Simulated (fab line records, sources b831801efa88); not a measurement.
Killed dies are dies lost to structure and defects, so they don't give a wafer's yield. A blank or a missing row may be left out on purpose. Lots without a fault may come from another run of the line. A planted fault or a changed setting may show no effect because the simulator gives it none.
A struck lot beside a sound one | flow sky130 | 14 steps out of a route of 708
Sound: wafers L364.1, L364.2, L364.6. Struck: wafer L378.3. The cause comes at the end.
At each step with rows: each side's tool, then ch and its chambers, then its first start. Under that, the readings that differ: sound wafers | struck wafers | difference of the means | sigmas: that difference in standard deviations of wafers without a fault.
alike: readings whose means differ by less than 2 such deviations, and words and numbers that are the same on both sides. not compared: withheld readings, readings that some wafer has no value for, bounds like >300 that may hide the same value, and numbers for which the record gives no deviation and whose values overlap.
The two part at a step that has a row with sigmas, a row that says differs or no value, or rows on one side only. Numbers that don't overlap but have no deviation are shown without sigmas and don't part them. A reading that every wafer of one side lacks parts them only if that side has two wafers or more.

first, 1 step without rows for these wafers: SKY_CONTACT_ETCH_16 (etches BARC in N2/H2, stops on SiO2, time 45.9 s, target depth 60 nm).
SKY_CONTACT_ETCH_17: etches SiO2 in C4F8/O2/Ar, stops on Si3N4, target depth 340 nm.
  sound on rie_diel-02 ch 1,2,3, day 32 21:37; struck on rie_diel-02 ch 0, day 36 19:17
  alike: oes_product_au
SKY_CONTACT_ETCH_18: etches Si3N4 in CHF3/O2, stops on TiN, time 39 s, target depth 75 nm.
  sound on rie_diel-02 ch 1,2,3; struck on rie_diel-02 ch 0
  alike: drypump_motor_current_A, oes_product_au, throttle_valve_pct
  not compared: rf_hours_counter_h
then, 4 steps without rows for these wafers: SKY_CONTACT_STRIP_19 (strips in O2/N2); SKY_CONTACT_STRIP_20 (strips in post etch residue remover, time 1200 s); SKY_CONTACT_CLEAN_21 (cleans in IPA, time 180 s); SKY_CONTACT_CLEAN_22 (cleans in O3/DIW).
SKY_CONTACT_SPUTTER_23: material TiN, target thk 20 nm, time 80 s.
  sound on pvd_sputter-02, day 32 22:18; struck on pvd_sputter-01, day 36 19:58
  alike: chamber_pressure_pa, throttle_valve_pct
SKY_CONTACT_CVD_24: deposits W, target thk 340 nm, time 102.12 s.
  sound on cvd_w-02 ch 0,1, day 32 22:25; struck on cvd_w-01 ch 1, day 36 20:04
  reading                      | sound             | struck | difference | sigmas
  chamber_pressure_Torr (Torr) | 39.99 39.87 39.90 | 40.09  | +0.17      | +2
  heater_power_w (W)           | 948 988 984       | 887    | -86        | -2
SKY_CONTACT_RS_MEAS_25: measures by four-point-probe.
  sound on film_metro-04, day 32 22:32; struck on film_metro-04, day 36 20:11
  alike: CONTACT_W_RS
SKY_CONTACT_THK_MEAS_26: measures by xrf.
  sound on film_metro-04, day 32 22:39; struck on film_metro-04, day 36 20:17
  reading            | sound       | struck | difference | sigmas
  CONTACT_W_THK (nm) | 330 341 340 | 326    | -11        | -2
SKY_CONTACT_CMP_27: polishes, stops on SiO2, t overpolish 15 s, target thk 0 nm.
  sound on cmp-02 ch 0,1,2, day 32 22:49; struck on cmp-02 ch 2, day 36 20:19
  reading              | sound                | struck | difference | sigmas
  overpolish_run_s (s) | 15.005 15.003 15.006 | 14.985 | -0.020     | -2
  alike: edge_zone_pressure_frac, motor_current_A, time_to_endpoint_s
SKY_METAL1_SPUTTER_00: material Ti, target thk 15 nm, time 10 s.
  sound on pvd_sputter-04, day 32 23:01; struck on pvd_sputter-04, day 36 20:37
  reading                  | sound                | struck | difference | sigmas
  chamber_pressure_pa (Pa) | 0.4011 0.4001 0.4008 | 0.3866 | -0.0141    | -16
  alike: throttle_valve_pct
then, 1 step without rows for these wafers: SKY_METAL1_SPUTTER_01 (material TiN, target thk 20 nm, time 16.7 s).

WHERE THEY PART
First at SKY_CONTACT_CVD_24; last, within this record, at SKY_METAL1_SPUTTER_00.

WHY: what the simulator had put in
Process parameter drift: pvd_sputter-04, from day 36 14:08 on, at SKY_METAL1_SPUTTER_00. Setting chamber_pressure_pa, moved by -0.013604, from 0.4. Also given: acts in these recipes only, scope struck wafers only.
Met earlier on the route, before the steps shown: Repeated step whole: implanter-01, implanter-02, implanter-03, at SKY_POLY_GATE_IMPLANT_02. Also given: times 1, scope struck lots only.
